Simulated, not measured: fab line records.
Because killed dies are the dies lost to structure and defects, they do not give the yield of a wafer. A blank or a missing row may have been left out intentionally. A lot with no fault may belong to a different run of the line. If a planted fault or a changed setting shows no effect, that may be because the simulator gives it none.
8D (eight disciplines) problem report, filled in by code / flow sky130 / the parts of the form that need people (team, actions taken, sign-off) are left out

== 1. PROBLEM STATEMENT ==
rotationDeg at SKY_LDD_LDN_IMPLANT_08 reads a mean of 128.531 degrees on 9 wafers of 3 lots; wafers without a fault read 23.003 degrees with a standard deviation of 0.021. So: +99 or more standard deviations from the usual mean.
First observed at day 26 06:55: wafer L471.1, on implanter-02. The record holds 39 wafers of 13 lots with a number at this step. The rule behind "out" and "out of limits": a value lying over 4 standard deviations away from the usual mean. All remaining wafers that have a number are taken as sound.

== 2. WHAT IT IS, AND WHAT IT ISN'T ==
question=which readings at this step | is=rotationDeg | is not=beamEnergyKeV
question=which lots | is=L471, L473, L476 | is not=L464, L465, L466, L467, L468, L474, L481, L483, L486, L487
question=which wafers of those lots | is=all that have a number | is not=-
question=read on which tools | is=implanter-02 | is not=implanter-01, implanter-03
question=when | is=from day 26 06:55 | is not=up to then (15 sound wafers); but 15 sound wafers of L474, L481, L483, L486, L487 came after

== 3. THE SUSPECTS, EACH WITH WHAT RULES IT OUT ==
Counting: any tool at a process step up to the reading is kept as a suspect provided that every lot that is out went through it and no sound lot did after the first of them.
- implanter-02 at SKY_LDD_LDN_IMPLANT_08: ruled out as a lasting fault. After its first lot that is out, L471 (day 26 06:55), sound lots L483, L486, L487 ran on it.
Left after counting: nothing in the record.

== 4. THE CAUSE (what the simulator had put in) ==
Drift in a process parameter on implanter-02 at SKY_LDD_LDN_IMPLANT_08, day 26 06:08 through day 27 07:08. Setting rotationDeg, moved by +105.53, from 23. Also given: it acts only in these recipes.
Counting ruled it out, wrongly.

== 5. THE CHAIN OF EFFECTS, in route order ==
One row per reading whose mean, taken over the struck wafers that have a number, lies over 3 standard deviations from the usual. Only readings whose record carries a usual standard deviation are examined. hours: median over the lots of the time between each lot's start at the first step of this table that gives one and its start at this step. sigmas: the change, counted in usual standard deviations.
hours=0; step=SKY_LDD_LDN_IMPLANT_08; reading=rotationDeg; usual=23.003 degrees; on struck wafers=128.531; change=+105.528; sigmas=+99 or more
Process steps it contains:
- SKY_LDD_LDN_IMPLANT_08
At these later measuring or inspecting steps, every struck wafer for which the step has a row has a number for every such reading, and none has moved that far: SKY_LOCAL_INTERCONNECT_CD_MEAS_11.

== 6. HOW IT WOULD HAVE BEEN CAUGHT EARLIER ==
In this record the first reading out of limits was taken at day 26 06:55, 1 hour after the fault began at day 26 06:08.
